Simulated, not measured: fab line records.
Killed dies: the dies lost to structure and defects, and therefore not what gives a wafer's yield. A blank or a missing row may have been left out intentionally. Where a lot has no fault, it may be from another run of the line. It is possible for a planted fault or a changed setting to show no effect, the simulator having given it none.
Struck lot and sound lot, side by side ; flow sky130 ; 14 out of 708 route steps
Sound: the wafers L796.2, L796.3, L796.6. The struck wafers were L803.1, L803.3, L803.5. The cause is given at the end.
Per side, at each step with rows, come the tool, then ch with its chambers, and then its first start. Under that, the readings that differ: sound wafers ; struck wafers ; difference of the means ; sigmas: that difference in standard deviations of wafers without a fault.
alike: a reading whose means differ by less than 2 such deviations, as well as words and numbers matching on both sides. not compared: withheld readings; readings where some wafer has no value; bounds like >300 that might hide an equal value; numbers whose values overlap and for which the record gives no deviation.
The two part at a step that has a row with sigmas, a row that says differs or no value, or rows on one side only. Non-overlapping numbers with no deviation appear without sigmas and do not part them. A reading that every wafer of one side lacks parts them only if that side has two wafers or more.

first, 3 steps without rows for these wafers: SKY_LDD_HVN_EXPOSE_04 (exposes mask HVNTM, target cd 700 nm); SKY_LDD_HVN_PEB_05; SKY_LDD_HVN_DEVELOP_06 (develop time 60 s).
SKY_LDD_HVN_OVL_MEAS_07:
  sound on overlay-02 at day 21 08:05; struck on overlay-01 at day 24 14:53
  alike: LDD_HVN_OVL
following that, these wafers have no rows for 1 step: SKY_LDD_HVN_IMPLANT_08.
SKY_LDD_HVN_STRIP_09: strips in O2/N2.
  sound on plasma asher-03 ch 0,1, day 21 08:16; struck on plasma asher-04 ch 0,1, day 24 15:04
reading;sound;struck;difference;sigmas
drypump motor current A (A);5.1 5.7 5.2;6.2 5.8 6.2;+0.7;+2
  alike: oes product au, strip time to endpoint s
  not compared: rf hours counter h
SKY_LDD_HVN_TW_MEAS_10:
  sound on film metro-03 at day 21 08:23; struck on film metro-03 at day 24 15:10
  alike: LDD_HVN_TW
then, 5 steps without rows for these wafers: SKY_LDD_HVP_DEHYDRATE_00 (time 60 s); SKY_LDD_HVP_HMDS_01 (prime time 60 s); SKY_LDD_HVP_COAT_02 (resist thk 300 nm); SKY_LDD_HVP_SOFTBAKE_03 (time 60 s); SKY_LDD_HVP_EXPOSE_04 (exposes mask HVPTM, target cd 700 nm).
SKY_LDD_HVP_PEB_05:
  struck on litho track-03, day 25 19:36; sound on litho track-03 ch 0, day 22 14:46
reading;sound;struck;difference;sigmas
exhaust pa (Pa);46.6 44.9 45.7;- - -;no value on the struck wafers;
  not compared: chill plate temp C, time s
then, 1 step without rows for these wafers: SKY_LDD_HVP_DEVELOP_06 (develop time 60 s).

== WHERE THEY PART ==
First at SKY_LDD_HVN_STRIP_09; last, within this record, at SKY_LDD_HVP_PEB_05.

WHY: whatever the simulator had introduced
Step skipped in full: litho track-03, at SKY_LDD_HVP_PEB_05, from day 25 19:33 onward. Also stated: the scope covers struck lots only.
